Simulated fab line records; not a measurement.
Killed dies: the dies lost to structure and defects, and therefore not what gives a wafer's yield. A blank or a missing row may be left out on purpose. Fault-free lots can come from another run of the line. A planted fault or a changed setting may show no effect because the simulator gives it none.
The tool behind it: which one? / flow sfq-line / 13 lots, 38 wafers sampled, at 4 steps of a route of 325

## WHAT THE GAUGES SHOWED, per wafer
SFQ_I6_BOW_MEAS_941. Usual: I6_BOW typically reads 8 um, with standard deviation 12.
lot=L304; measured=day 69 01:35; on=film-metro-02; I6_BOW (um)=-7 -5 -20; flag=
lot=L305; measured=day 69 04:37; on=film-metro-03; I6_BOW (um)=16 14 10; flag=
lot=L306; measured=day 69 04:42; on=film-metro-02; I6_BOW (um)=36 15 28; flag=
lot=L307; measured=day 69 07:42; on=film-metro-03; I6_BOW (um)=12 8 10; flag=
lot=L312; measured=day 71 02:17; on=film-metro-03; I6_BOW (um)=8 12; flag=
lot=L317; measured=day 72 17:02; on=film-metro-03; I6_BOW (um)=20 27 23; flag=
lot=L319; measured=day 72 22:51; on=film-metro-03; I6_BOW (um)=0 -4 19; flag=
lot=L320; measured=day 73 01:51; on=film-metro-03; I6_BOW (um)=21 9 20; flag=
lot=L321; measured=day 74 20:51; on=film-metro-04; I6_BOW (um)=23 28 15; flag=
lot=L322; measured=day 75 00:52; on=film-metro-04; I6_BOW (um)=3 9 9; flag=
lot=L323; measured=day 75 11:04; on=film-metro-04; I6_BOW (um)=-20 -8 -4; flag=
lot=L324; measured=day 75 18:42; on=film-metro-04; I6_BOW (um)=8 -3 -5; flag=
lot=L325; measured=day 76 20:01; on=film-metro-04; I6_BOW (um)=11 11 8; flag=

## WHICH TOOL RAN EACH LOT (tool, then ch and the chambers of the sampled wafers, then the start)
lot=L304; SFQ_TRILAYER_I0_CMP_CMP_028=cmp-02 ch 0,1, day 12 08:13; SFQ_TRILAYER_I0_METRO_MEASURE_029=film-metro-04, day 12 11:32; SFQ_TRILAYER_I0_VIA_ETCH_VIA_ETCH_034=rie-diel-04 ch 1,3, day 17 15:27
lot=L305; SFQ_TRILAYER_I0_CMP_CMP_028=cmp-02 ch 0,1,3, day 12 19:26; SFQ_TRILAYER_I0_METRO_MEASURE_029=film-metro-04, day 12 21:28; SFQ_TRILAYER_I0_VIA_ETCH_VIA_ETCH_034=rie-diel-03 ch 0,2,3, day 18 05:51
lot=L306; SFQ_TRILAYER_I0_CMP_CMP_028=cmp-02 ch 0,2, day 13 01:41; SFQ_TRILAYER_I0_METRO_MEASURE_029=film-metro-03, day 13 04:49; SFQ_TRILAYER_I0_VIA_ETCH_VIA_ETCH_034=rie-diel-02 ch 0,2,3, day 18 16:53
lot=L307; SFQ_TRILAYER_I0_CMP_CMP_028=cmp-01 ch 0,2,3, day 13 06:46; SFQ_TRILAYER_I0_METRO_MEASURE_029=film-metro-03, day 13 08:53; SFQ_TRILAYER_I0_VIA_ETCH_VIA_ETCH_034=rie-diel-02 ch 1,3, day 18 22:53
lot=L312; SFQ_TRILAYER_I0_CMP_CMP_028=cmp-02 ch 0,3, day 14 22:49; SFQ_TRILAYER_I0_METRO_MEASURE_029=film-metro-04, day 15 01:38; SFQ_TRILAYER_I0_VIA_ETCH_VIA_ETCH_034=rie-diel-03 ch 3, day 20 21:49
lot=L317; SFQ_TRILAYER_I0_CMP_CMP_028=cmp-01 ch 1,2,3, day 17 04:26; SFQ_TRILAYER_I0_METRO_MEASURE_029=film-metro-04, day 17 07:34; SFQ_TRILAYER_I0_VIA_ETCH_VIA_ETCH_034=rie-diel-04 ch 0,1,3, day 23 14:44
lot=L319; SFQ_TRILAYER_I0_CMP_CMP_028=cmp-01 ch 0,1,2, day 18 02:32; SFQ_TRILAYER_I0_METRO_MEASURE_029=film-metro-03, day 18 05:10; SFQ_TRILAYER_I0_VIA_ETCH_VIA_ETCH_034=rie-diel-04 ch 0,2, day 24 17:49
lot=L320; SFQ_TRILAYER_I0_CMP_CMP_028=cmp-02 ch 2,3, day 18 13:42; SFQ_TRILAYER_I0_METRO_MEASURE_029=film-metro-03, day 18 16:49; SFQ_TRILAYER_I0_VIA_ETCH_VIA_ETCH_034=rie-diel-04 ch 0,2,3, day 25 03:25
lot=L321; SFQ_TRILAYER_I0_CMP_CMP_028=cmp-02 ch 1,3, day 19 02:47; SFQ_TRILAYER_I0_METRO_MEASURE_029=film-metro-01, day 19 05:24; SFQ_TRILAYER_I0_VIA_ETCH_VIA_ETCH_034=rie-diel-02 ch 0,1,2, day 25 20:20
lot=L322; SFQ_TRILAYER_I0_CMP_CMP_028=cmp-02 ch 0,1,3, day 19 09:22; SFQ_TRILAYER_I0_METRO_MEASURE_029=film-metro-01, day 19 11:38; SFQ_TRILAYER_I0_VIA_ETCH_VIA_ETCH_034=rie-diel-02 ch 1,2, day 26 01:08
lot=L323; SFQ_TRILAYER_I0_CMP_CMP_028=cmp-02 ch 0,1,2, day 19 19:05; SFQ_TRILAYER_I0_METRO_MEASURE_029=film-metro-01, day 19 22:36; SFQ_TRILAYER_I0_VIA_ETCH_VIA_ETCH_034=rie-diel-04 ch 0,1,2, day 26 11:56
lot=L324; SFQ_TRILAYER_I0_CMP_CMP_028=cmp-02 ch 0,2, day 20 03:36; SFQ_TRILAYER_I0_METRO_MEASURE_029=film-metro-01, day 20 06:55; SFQ_TRILAYER_I0_VIA_ETCH_VIA_ETCH_034=rie-diel-02 ch 1,3, day 26 17:56
lot=L325; SFQ_TRILAYER_I0_CMP_CMP_028=cmp-02 ch 0,2, day 20 13:12; SFQ_TRILAYER_I0_METRO_MEASURE_029=film-metro-01, day 20 16:19; SFQ_TRILAYER_I0_VIA_ETCH_VIA_ETCH_034=rie-diel-04 ch 1,2, day 27 00:04
- SFQ_TRILAYER_I0_CMP_CMP_028: polishes SiO2.
- SFQ_TRILAYER_I0_METRO_MEASURE_029
- SFQ_TRILAYER_I0_VIA_ETCH_VIA_ETCH_034: etches SiO2 in CHF3, stops on Nb, target depth 260 nm.

## WHAT THE TOOLS THEMSELVES READ (means of the sampled wafers that have a number; where no wafer has one, the mark that the record gives instead)
SFQ_TRILAYER_I0_CMP_CMP_028. Usual: head-pressure-psi 3.000 psi, standard deviation 0.0061; motor-current-A 9.3 A, standard deviation 0.79; platen-rpm 60.00 rpm, standard deviation 0.036; time-to-endpoint-s 213 s, standard deviation 9.2.
lot=L304; tool=cmp-02; head-pressure-psi (psi)=3.005; motor-current-A (A)=9.4; platen-rpm (rpm)=59.98; time-to-endpoint-s (s)=211; flag=
lot=L305; tool=cmp-02; head-pressure-psi (psi)=2.999; motor-current-A (A)=9.5; platen-rpm (rpm)=60.00; time-to-endpoint-s (s)=220; flag=
lot=L306; tool=cmp-02; head-pressure-psi (psi)=3.000; motor-current-A (A)=8.7; platen-rpm (rpm)=59.99; time-to-endpoint-s (s)=206; flag=
lot=L307; tool=cmp-01; head-pressure-psi (psi)=3.004; motor-current-A (A)=10.0; platen-rpm (rpm)=59.99; time-to-endpoint-s (s)=223; flag=
lot=L312; tool=cmp-02; head-pressure-psi (psi)=2.996; motor-current-A (A)=9.1; platen-rpm (rpm)=60.00; time-to-endpoint-s (s)=192; flag=
lot=L317; tool=cmp-01; head-pressure-psi (psi)=3.002; motor-current-A (A)=9.7; platen-rpm (rpm)=60.01; time-to-endpoint-s (s)=217; flag=
lot=L319; tool=cmp-01; head-pressure-psi (psi)=2.999; motor-current-A (A)=9.5; platen-rpm (rpm)=59.99; time-to-endpoint-s (s)=215; flag=
lot=L320; tool=cmp-02; head-pressure-psi (psi)=2.997; motor-current-A (A)=8.8; platen-rpm (rpm)=60.04; time-to-endpoint-s (s)=202; flag=
lot=L321; tool=cmp-02; head-pressure-psi (psi)=2.999; motor-current-A (A)=9.8; platen-rpm (rpm)=59.99; time-to-endpoint-s (s)=212; flag=
lot=L322; tool=cmp-02; head-pressure-psi (psi)=3.005; motor-current-A (A)=9.3; platen-rpm (rpm)=59.96; time-to-endpoint-s (s)=207; flag=
lot=L323; tool=cmp-02; head-pressure-psi (psi)=3.004; motor-current-A (A)=9.2; platen-rpm (rpm)=59.98; time-to-endpoint-s (s)=218; flag=
lot=L324; tool=cmp-02; head-pressure-psi (psi)=3.002; motor-current-A (A)=8.7; platen-rpm (rpm)=60.00; time-to-endpoint-s (s)=210; flag=
lot=L325; tool=cmp-02; head-pressure-psi (psi)=3.003; motor-current-A (A)=8.8; platen-rpm (rpm)=60.00; time-to-endpoint-s (s)=213; flag=

SFQ_TRILAYER_I0_METRO_MEASURE_029. Usual: 200.0 nm for thk-nm, sd 1.2.
lot=L304; tool=film-metro-04; thk-nm (nm)=200.7; flag=
lot=L305; tool=film-metro-04; thk-nm (nm)=198.9; flag=
lot=L306; tool=film-metro-03; thk-nm (nm)=199.2; flag=
lot=L307; tool=film-metro-03; thk-nm (nm)=201.3; flag=
lot=L312; tool=film-metro-04; thk-nm (nm)=224.2; flag=OFF
lot=L317; tool=film-metro-04; thk-nm (nm)=200.8; flag=
lot=L319; tool=film-metro-03; thk-nm (nm)=201.0; flag=
lot=L320; tool=film-metro-03; thk-nm (nm)=198.9; flag=
lot=L321; tool=film-metro-01; thk-nm (nm)=199.6; flag=
lot=L322; tool=film-metro-01; thk-nm (nm)=199.2; flag=
lot=L323; tool=film-metro-01; thk-nm (nm)=200.4; flag=
lot=L324; tool=film-metro-01; thk-nm (nm)=199.7; flag=
lot=L325; tool=film-metro-01; thk-nm (nm)=199.7; flag=

SFQ_TRILAYER_I0_VIA_ETCH_VIA_ETCH_034. Usual: drypump-motor-current-A 5.6 A, standard deviation 0.45; oes-product-au 0.854 a.u., standard deviation 0.0047.
lot=L304; tool=rie-diel-04; drypump-motor-current-A (A)=5.7; oes-product-au (a.u.)=0.855; flag=
lot=L305; tool=rie-diel-03; drypump-motor-current-A (A)=5.4; oes-product-au (a.u.)=0.848; flag=
lot=L306; tool=rie-diel-02; drypump-motor-current-A (A)=5.6; oes-product-au (a.u.)=0.856; flag=
lot=L307; tool=rie-diel-02; drypump-motor-current-A (A)=5.7; oes-product-au (a.u.)=0.857; flag=
lot=L312; tool=rie-diel-03; drypump-motor-current-A (A)=5.2; oes-product-au (a.u.)=0.910; flag=OFF
lot=L317; tool=rie-diel-04; drypump-motor-current-A (A)=5.6; oes-product-au (a.u.)=0.854; flag=
lot=L319; tool=rie-diel-04; drypump-motor-current-A (A)=5.4; oes-product-au (a.u.)=0.856; flag=
lot=L320; tool=rie-diel-04; drypump-motor-current-A (A)=5.6; oes-product-au (a.u.)=0.854; flag=
lot=L321; tool=rie-diel-02; drypump-motor-current-A (A)=5.3; oes-product-au (a.u.)=0.852; flag=
lot=L322; tool=rie-diel-02; drypump-motor-current-A (A)=5.1; oes-product-au (a.u.)=0.853; flag=
lot=L323; tool=rie-diel-04; drypump-motor-current-A (A)=5.7; oes-product-au (a.u.)=0.853; flag=
lot=L324; tool=rie-diel-02; drypump-motor-current-A (A)=5.4; oes-product-au (a.u.)=0.854; flag=
lot=L325; tool=rie-diel-04; drypump-motor-current-A (A)=6.0; oes-product-au (a.u.)=0.851; flag=

## THE ANSWER, worked out from the rows above alone
Rule: a lot counts as off when the mean over its wafers that have a number is more than 3 standard deviations away from the usual mean. A lot without any number at a reading at which 4 lots or more have one is off too. Where the step has rows for the other lots, those lots are counted as sound. The gauges are gone through in route order, then the tools' own readings, and for those a lot's mean is taken as printed above. The first step at which some lot is off is used, and at that step the reading that is off furthest; a lot without a number counts as furthest.
Off at SFQ_TRILAYER_I0_METRO_MEASURE_029 (thk-nm): L312.
A tool fits if, at that step or a process step before it, it ran every lot that is off, and no sound lot after the first of them. No candidate that was tried fits.

## WHAT THE SIMULATOR HAD PUT IN
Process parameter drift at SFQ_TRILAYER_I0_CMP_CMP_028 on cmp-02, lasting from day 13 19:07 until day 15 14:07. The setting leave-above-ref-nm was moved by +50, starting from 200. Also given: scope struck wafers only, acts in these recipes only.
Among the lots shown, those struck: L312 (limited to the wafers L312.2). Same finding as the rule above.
